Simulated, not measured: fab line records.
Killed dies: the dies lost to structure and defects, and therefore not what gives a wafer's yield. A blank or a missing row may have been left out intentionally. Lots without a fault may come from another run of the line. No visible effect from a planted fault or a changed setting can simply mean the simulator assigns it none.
fab line records	flow gf180mcu
[record] lots = 10	wafers = 30	last_day = 34
route steps=602 shown V1@357 M2@363 V2@400 M3@425
lots that met no fault: from a run of the same line without faults
start_h: hours from the record's first day to the start of the lot's first wafer shown	wait_h: time in hours since the lot's previous step	" identical to the entry in the row above	L1.1+2: a single row standing in for several wafers	- no value, or no start was given	* or withheld: withheld	< > ~ a bound
route shown NAME@n: a module of which the file shows steps, and the number in the route of the first	usual: mean/standard deviation taken from wafers without a fault	same: alike in all rows	chamber/n: place in a boat	sites: each site's reading	_std_site: the standard deviation of these	_edge_site: mean of outer sites minus mean of inner sites	radius_mm: for every site, how far away it sits from the centre of the wafer	mask NAME#n: copy n	behind: the most recent tool/chamber to have shaped the wafer	hold: why the lot went on hold/how many hours it stayed there/how the hold came to an end	device: names the non-switching transistor (n, p or np)	end of line: the tests these same wafers got at the end of their route	a step with no rows: only its recipe	killed: at the first sort, the dies lost to defects and structure; wafer yield is something else	map: a wafer's dies, x killed, . not, _ none there
set.NAME: the setting as run; set.NAME@STEP: as run at that earlier step	model.NAME: the simulator's own value behind a step, which no gauge read
a sample of lots followed through the steps of the route, with each step as a table and each wafer as a row
services: when a tool's chamber went out of use (start_h, in hours from the record's first day, below 0 if earlier), for how many hours, and the reason
[[steps]]
[step GF_V1_SPUTTER_22]
[recipe] material = TiN	target_thk_nm = 10	chamber_pressure_pa = 5	power_w = 4000	time_s = 40
[usual] cathode_dc_power_W = 4000.1/0.72	throttle_valve_pct = 30.3/0.72
lot.wafer	tool	chamber	start_h	wait_h	cathode_dc_power_W	throttle_valve_pct
L649.2	pvd_sputter-04	-	436.04	0.0	3999.8	31.3
L649.5	"	-	"	"	4000.5	30.5
L649.6	"	-	"	"	4000.7	31.2
L652.3	pvd_sputter-04	-	509.60	0.0	4000.1	29.7
L652.4	"	-	"	"	3999.7	31.4
L652.5	"	-	"	"	3999.0	30.3
L655.1	pvd_sputter-04	-	515.59	0.0	4000.4	30.7
L655.2	"	-	"	"	4001.3	29.5
L655.6	"	-	"	"	3999.9	30.2
L657.1	pvd_sputter-04	-	529.96	0.0	4000.1	30.3
L657.2	"	-	"	"	4001.5	30.5
L657.5	"	-	"	"	3998.9	31.1
L658.1	pvd_sputter-02	-	550.16	0.0	3999.6	30.6
L658.4	"	-	"	"	4000.6	29.3
L658.6	"	-	"	"	3999.9	29.5
L661.2	pvd_sputter-04	-	569.78	0.0	3999.1	30.3
L661.5	"	-	"	"	4001.0	30.5
L661.6	"	-	"	"	3999.8	29.6
L664.1	pvd_sputter-04	-	594.46	0.0	4000.0	29.4
L664.3	"	-	"	"	3999.3	30.4
L664.5	"	-	"	"	4000.5	31.1
L663.2	pvd_sputter-04	-	596.15	0.0	3998.6	30.4
L663.5	"	-	"	"	3999.0	30.6
L663.6	"	-	"	"	3998.6	31.2
L665.2	pvd_sputter-04	-	603.60	0.0	4000.3	30.5
L665.3	"	-	"	"	4000.5	30.4
L665.4	"	-	"	"	3999.9	31.0
L667.2	pvd_sputter-03	-	614.03	0.0	3999.9	30.9
L667.4	"	-	"	"	4000.4	30.5
L667.6	"	-	"	"	3999.4	30.3
[step GF_M2_SPUTTER_01]
[recipe] material = TiN	target_thk_nm = 30	power_w = 6500	time_s = 25	chamber_pressure_pa = 0.4
[usual] cathode_dc_power_W = 6499.9/1.2	throttle_valve_pct = 29.8/0.79
lot.wafer	tool	chamber	start_h	wait_h	cathode_dc_power_W	throttle_valve_pct
L649.2	pvd_sputter-01	-	436.78	0.1	6498.8	29.8
L649.5	"	-	"	"	6500.3	28.6
L649.6	"	-	"	"	6498.6	29.8
L652.3	pvd_sputter-02	-	510.33	0.1	6499.8	29.8
L652.4	"	-	"	"	6501.4	29.1
L652.5	"	-	"	"	6501.0	29.8
L655.1	pvd_sputter-03	-	516.33	0.1	6499.0	31.2
L655.2	"	-	"	"	6497.6	30.3
L655.6	"	-	"	"	6500.2	29.0
L657.1	pvd_sputter-01	-	530.69	0.1	6500.0	29.4
L657.2	"	-	"	"	6500.8	29.9
L657.5	"	-	"	"	6502.3	28.6
L658.1	pvd_sputter-03	-	550.89	0.1	6499.4	29.1
L658.4	"	-	"	"	6499.1	30.4
L658.6	"	-	"	"	6500.7	31.2
L661.2	pvd_sputter-03	-	570.51	0.1	6500.1	30.7
L661.5	"	-	"	"	6498.9	30.4
L661.6	"	-	"	"	6501.7	31.2
L664.1	pvd_sputter-03	-	595.19	0.1	6499.7	31.1
L664.3	"	-	"	"	6498.5	30.2
L664.5	"	-	"	"	6501.6	28.8
L663.2	pvd_sputter-01	-	596.88	0.1	6500.6	29.9
L663.5	"	-	"	"	6498.7	28.6
L663.6	"	-	"	"	6502.0	29.9
L665.2	pvd_sputter-01	-	604.33	0.1	6499.4	29.2
L665.3	"	-	"	"	6499.9	29.8
L665.4	"	-	"	"	6499.5	28.8
L667.2	pvd_sputter-03	-	615.28	0.1	6499.9	28.7
L667.4	"	-	"	"	6499.9	30.5
L667.6	"	-	"	"	6501.0	28.9
[step GF_V2_STRIP_18]
[recipe] chemistry = O2/N2	power_w = 1400	pressure_mtorr = 1500	platen_temp_c = 250	o2_flow_sccm = 3000	n2_flow_sccm = 300	overash_fraction = 0.5
[usual] drypump_motor_current_A = 5.7/0.33	heater_power_w = 311/34	n2_flow_sccm = 299.9/0.93	oes_product_au = 0.592/0.0049
lot.wafer	tool	chamber	start_h	wait_h	drypump_motor_current_A	heater_power_w	n2_flow_sccm	oes_product_au	rf_hours_counter_h
L649.2	plasma_asher-02	0	487.18	-	5.9	305	299.3	0.591	94
L649.5	"	1	"	"	6.2	331	301.0	0.586	-
L649.6	"	0	"	"	5.9	301	298.4	0.581	-
L652.3	plasma_asher-02	0	556.55	-	5.9	311	300.5	0.598	-
L652.4	"	1	"	"	6.1	322	300.6	0.597	-
L652.5	"	1	"	"	6.1	334	301.4	0.594	-
L655.1	plasma_asher-02	0	563.02	-	5.9	305	301.5	0.596	103
L655.2	"	1	"	"	6.1	338	298.9	0.588	103
L655.6	"	0	"	"	5.9	305	300.2	0.588	-
L657.1	plasma_asher-03	1	576.23	-	5.3	258	298.6	0.587	69
L657.2	"	0	"	"	5.8	260	300.2	0.588	69
L657.5	"	0	"	"	5.8	255	300.4	0.592	-
L658.1	plasma_asher-03	1	596.17	-	5.4	260	299.5	0.588	72
L658.4	"	1	"	"	5.4	260	298.7	0.594	-
L658.6	"	0	"	"	5.8	259	299.2	0.595	-
L661.2	plasma_asher-02	1	613.28	-	6.1	323	299.5	0.579	109
L661.5	"	1	"	"	6.1	326	299.4	0.595	-
L661.6	"	0	"	"	5.9	314	300.0	0.587	-
L664.1	plasma_asher-04	0	637.42	-	5.2	369	300.7	0.592	22
L664.3	"	0	"	"	5.2	373	299.8	0.605	-
L664.5	"	0	"	"	5.2	360	299.2	0.585	-
L663.2	plasma_asher-02	0	637.77	-	5.8	299	301.4	0.584	112
L663.5	"	1	"	"	6.2	323	299.2	0.590	-
L663.6	"	0	"	"	5.9	304	300.4	0.595	-
L665.2	plasma_asher-03	0	646.03	-	5.8	258	298.1	0.590	76
L665.3	"	0	"	"	5.8	256	300.5	0.597	-
L665.4	"	1	"	"	5.3	259	299.4	0.596	-
L667.2	plasma_asher-02	0	656.63	-	5.9	314	300.3	0.597	114
L667.4	"	1	"	"	6.1	326	300.0	0.591	-
L667.6	"	1	"	"	6.1	330	299.9	0.590	-
[step GF_M3_METAL_ETCH_16]
[recipe] chemistry = Cl2/BCl3	mask_material = KrF	target_depth_nm = 627.5	stop_on = SiO2	pressure_mtorr = 8	icp_w = 800	bias_w = 140	Cl2_flow_sccm = 80	bcl3_flow_sccm = 40	time_s = 104.6
[usual] bias_w = 140.0/0.37	drypump_motor_current_A = 6.0/0.48	he_backside_leak_sccm = 3.33/0.3	oes_product_au = 0.971/0.0067	throttle_valve_pct = 28.251/0.01
lot.wafer	tool	chamber	start_h	wait_h	bias_w	drypump_motor_current_A	he_backside_leak_sccm	oes_product_au	rf_hours_counter_h	throttle_valve_pct
L649.2	rie_metal-02	1	513.28	0.1	139.7	6.4	3.29	0.968	-	28.257
L649.5	"	1	"	"	140.1	6.4	3.13	0.963	-	28.239
L649.6	"	1	"	"	140.0	6.4	3.05	0.970	-	28.252
L652.3	rie_metal-02	0	579.04	0.1	140.5	6.4	3.36	0.959	-	28.245
L652.4	"	1	"	"	139.8	6.4	3.25	0.961	-	28.260
L652.5	"	0	"	"	140.1	6.4	3.28	0.967	-	28.259
L655.1	rie_metal-02	1	585.55	0.0	140.2	6.4	3.15	0.968	1	28.254
L655.2	"	0	"	"	139.2	6.4	5.22	0.963	1	28.248
L655.6	"	1	"	"	139.5	6.4	3.21	0.964	-	28.260
L657.1	rie_metal-02	0	598.96	0.0	179.3	6.4	3.43	0.967	2	28.254
L657.2	"	1	"	"	178.8	6.4	3.21	0.966	1	28.261
L657.5	"	1	"	"	179.8	6.4	3.24	0.963	-	28.273
L658.1	rie_metal-02	1	617.19	0.0	179.0	6.4	3.38	0.965	2	28.245
L658.4	"	1	"	"	178.9	6.4	3.45	0.972	-	28.259
L658.6	"	0	"	"	179.6	6.4	3.33	0.975	-	28.265
L661.2	rie_metal-01	0	634.61	0.1	140.9	6.2	3.33	0.973	-	28.249
L661.5	"	0	"	"	139.5	6.3	3.20	0.986	-	28.242
L661.6	"	0	"	"	139.8	6.3	5.08	0.973	-	28.243
L664.1	rie_metal-03	1	657.79	0.0	140.4	6.1	3.35	0.979	1	28.243
L664.3	"	0	"	"	140.4	5.6	3.28	0.969	-	28.258
L664.5	"	0	"	"	140.1	5.6	3.16	0.975	-	28.239
L663.2	rie_metal-01	1	657.95	0.0	140.3	5.0	3.61	0.968	0	28.250
L663.5	"	0	"	"	140.1	6.3	3.25	0.973	-	28.252
L663.6	"	1	"	"	140.1	5.0	3.59	0.964	-	28.265
L665.2	rie_metal-03	1	666.20	0.0	140.2	6.1	3.25	0.970	1	28.270
L665.3	"	1	"	"	139.2	6.1	3.28	0.965	-	28.246
L665.4	"	0	"	"	139.6	5.6	3.40	0.964	-	28.238
L667.2	rie_metal-02	1	677.00	0.0	139.9	6.4	3.17	0.972	4	28.257
L667.4	"	0	"	"	139.9	6.4	3.38	0.967	-	28.256
L667.6	"	1	"	"	140.4	6.4	3.05	0.967	-	28.238
[step GF_M3_STRIP_17]
[recipe] chemistry = O2/N2	power_w = 1400	pressure_mtorr = 1500	platen_temp_c = 250	o2_flow_sccm = 3000	n2_flow_sccm = 300	overash_fraction = 0.5
[usual] drypump_motor_current_A = 5.83/0.28	heater_power_w = 305/29	n2_flow_sccm = 300.0/0.96	oes_product_au = 0.557/0.0054	strip_time_to_endpoint_s = 7.85/0.057
lot.wafer	tool	chamber	start_h	wait_h	drypump_motor_current_A	heater_power_w	n2_flow_sccm	oes_product_au	rf_hours_counter_h	strip_time_to_endpoint_s
L649.2	plasma_asher-02	1	513.46	0.1	6.14	328	300.8	0.557	97	7.91
L649.5	"	1	"	"	6.13	339	299.2	0.567	-	7.85
L649.6	"	0	"	"	5.84	302	300.4	0.556	-	7.90
L652.3	plasma_asher-03	0	579.15	0.1	5.88	257	300.2	0.553	-	7.90
L652.4	"	1	"	"	5.36	259	299.9	0.570	-	7.81
L652.5	"	0	"	"	5.83	255	300.3	0.565	-	7.84
L655.1	plasma_asher-03	0	585.66	0.1	5.79	258	301.1	0.568	71	7.86
L655.2	"	1	"	"	5.33	260	301.5	0.550	71	7.86
L655.6	"	0	"	"	5.79	256	300.5	0.557	-	7.85
L657.1	plasma_asher-02	0	599.07	0.1	5.86	304	299.1	0.547	107	7.73
L657.2	"	1	"	"	6.11	328	299.9	0.547	107	7.71
L657.5	"	0	"	"	5.86	299	299.3	0.551	-	7.73
L658.1	plasma_asher-01	0	617.30	0.1	5.37	345	301.2	0.558	49	7.69
L658.4	"	1	"	"	6.02	304	300.8	0.551	-	7.66
L658.6	"	1	"	"	6.01	309	301.4	0.552	-	7.66
L661.2	plasma_asher-01	1	634.80	0.1	6.01	303	298.1	0.560	51	7.82
L661.5	"	1	"	"	6.01	298	299.0	0.552	-	7.81
L661.6	"	0	"	"	5.34	348	299.9	0.556	-	7.83
L664.1	plasma_asher-03	1	657.90	0.1	5.33	263	299.7	0.562	77	7.93
L664.3	"	1	"	"	5.35	261	299.8	0.550	-	7.83
L664.5	"	0	"	"	5.79	264	299.3	0.556	-	7.84
L663.2	plasma_asher-02	0	658.06	0.1	5.87	306	301.6	0.548	114	7.86
L663.5	"	0	"	"	5.86	310	300.4	0.549	-	7.79
L663.6	"	1	"	"	6.16	338	301.4	0.564	-	7.87
L665.2	plasma_asher-02	1	666.31	0.1	6.14	327	301.6	0.559	115	7.94
L665.3	"	1	"	"	6.13	329	300.2	0.554	-	7.96
L665.4	"	0	"	"	5.88	316	299.2	0.564	-	7.88
L667.2	plasma_asher-01	0	677.11	0.1	5.39	336	299.6	0.555	55	7.85
L667.4	"	0	"	"	5.38	333	298.9	0.556	-	7.85
L667.6	"	0	"	"	5.41	337	297.9	0.554	-	7.87
[[services]]
tool	chamber	start_h	hours	kind
plasma_asher-04	-	421.25	9.0	pm
rie_metal-03	-	427.69	1.4	pm
rie_metal-01	1	449.18	4.0	repair
plasma_asher-03	-	460.81	1.1	repair
pvd_sputter-03	-	473.45	1.6	repair
plasma_asher-03	-	474.72	4.0	repair
rie_metal-02	1	481.51	9.9	repair
pvd_sputter-02	-	489.47	8.8	repair
plasma_asher-01	-	490.56	2.0	repair
rie_metal-01	-	502.46	2.8	pm
rie_metal-03	1	522.29	12.3	repair
plasma_asher-01	-	532.21	2.8	pm
plasma_asher-04	-	541.27	2.8	pm
pvd_sputter-03	-	541.32	1.4	repair
pvd_sputter-01	-	553.23	11.6	repair
plasma_asher-01	-	572.68	15.6	pm
rie_metal-03	1	578.35	6.9	repair
pvd_sputter-02	-	592.84	4.5	repair
plasma_asher-04	-	595.30	1.4	repair
plasma_asher-03	-	600.40	13.9	repair
plasma_asher-01	-	640.67	0.9	repair
pvd_sputter-02	-	644.05	0.9	repair
rie_metal-01	-	647.48	1.7	repair
rie_metal-02	-	658.80	2.8	pm
[[key]]
[first_sign] step = GF_M3_METAL_ETCH_16	reading = bias_w	direction = up	sigmas = 99+	usual = 140.0	struck = 179.2
[effect] step = GF_M3_STRIP_17	reading = strip_time_to_endpoint_s	direction = down	sigmas = 2.7	usual = *	struck = *
met_at GF_M3_METAL_ETCH_16
struck_lots L657,L658
not_acting_at GF_V1_SPUTTER_22,GF_M2_SPUTTER_01,GF_V2_STRIP_18
onset_between 585.55 598.96
[fault] kind = process_parameter_drift	tool = rie_metal-02	chamber = -	onset_h = 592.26	steps = GF_M3_METAL_ETCH_16	channel = bias_w	offset = 39.243	shape = step	end_h = 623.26	acts_in = these_recipes_only	stated = 140
